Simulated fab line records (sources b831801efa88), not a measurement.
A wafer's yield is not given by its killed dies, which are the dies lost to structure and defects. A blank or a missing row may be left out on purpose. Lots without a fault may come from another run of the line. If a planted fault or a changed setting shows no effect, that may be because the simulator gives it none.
2 desks looking at one fault ; flow sfq-line ; numbers are kept per desk, each desk with only its own; the story behind them comes last

## DESK OF THE TOOL OWNER: pvd-sputter-06
The tool's own readings at SFQ_TRILAYER_R5_DEP_SPUTTER_133 (material MoNx, target thk 40 nm, time 66.7 s): means of the sampled wafers that have a number, for each lot that ran on this tool. Marked OUT: a lot whose mean sits more than 4 standard deviations from the usual mean, which makes it out of limits; the brackets give that distance.
Columns: A = throttle-valve-pct at SFQ_TRILAYER_R5_DEP_SPUTTER_133, usual 29.8 %
lot;first seen here;A
L805;day 68 01:10;29.9
L810;day 70 08:25;30.1
L812;day 72 05:58;30.6
L818;day 73 09:52;30.3
L819;day 73 16:41;30.8
L820;day 74 00:57;30.6
This desk's verdict: no lot among the 6 shows anything out of limits.

## THE METROLOGY DESK
What the gauges read for every lot (on any tool): the sampled wafers with a number, averaged. Marked OUT: a lot whose mean sits more than 4 standard deviations from the usual mean, which makes it out of limits; the brackets give that distance.
Columns: A = I4_OVL at SFQ_I4_OVL_MEAS_928, usual -3 nm; B = R5_MONX_RS at SFQ_R5_RS_MEAS_933, usual 7.10 ohm/sq; C = R5_MONX_THK at SFQ_R5_THK_MEAS_934, usual 40.1 nm
lot;first seen here;A;B;C
L803;day 57 03:32;-9;7.02;40.4
L804;day 57 08:53;0;7.07;40.4
L805;day 57 13:40;-4;7.09;40.2
L806;day 58 09:20;-3;7.08;40.2
L807;day 58 14:21;-9;7.19;39.5
L809;day 58 22:44;5;7.04;40.6
L810;day 59 06:38;3;7.13;39.9
L812;day 64 22:24;-9;7.13;39.6
L813;day 65 05:35;-2;7.05;40.2
L818;day 66 12:08;-3;8.20 (+12) OUT;35.5 (-7.0) OUT
L819;day 66 18:08;6;9.21 (+23) OUT;31.5 (-13) OUT
L820;day 66 22:57;4;8.22 (+12) OUT;35.7 (-6.8) OUT
L821;day 67 06:51;-4;7.09;40.7
L823;day 67 15:22;5;7.00;40.7
L825;day 68 03:21;-5;7.26;39.2
Per this desk, out of limits: L818, L819, L820; the first was L818, day 73 09:57 (R5_MONX_RS at SFQ_R5_RS_MEAS_933). L803, L804, L805, L806, L807, L809, L810, L812, L813, L821, L823, L825 stayed within limits.

## PUT TOGETHER
At day 73 09:57 the metrology desk could have sounded an alarm, on L818, L819, L820.
Nothing out of limits was seen by the tool owner's desk.
On record at the tool owner's desk: L818, L819, L820, within its limits.
SFQ_TRILAYER_R5_DEP_SPUTTER_133 was run on pvd-sputter-06 by each of the lots named.

## WHAT HAD BEEN PUT IN BY THE SIMULATOR
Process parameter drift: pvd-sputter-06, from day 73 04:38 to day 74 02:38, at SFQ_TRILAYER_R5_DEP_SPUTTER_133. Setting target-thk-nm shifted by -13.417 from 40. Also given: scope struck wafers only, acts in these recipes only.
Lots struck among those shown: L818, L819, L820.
Hours from the fault's start to each desk's first reading out of limits: the metrology desk, 5.
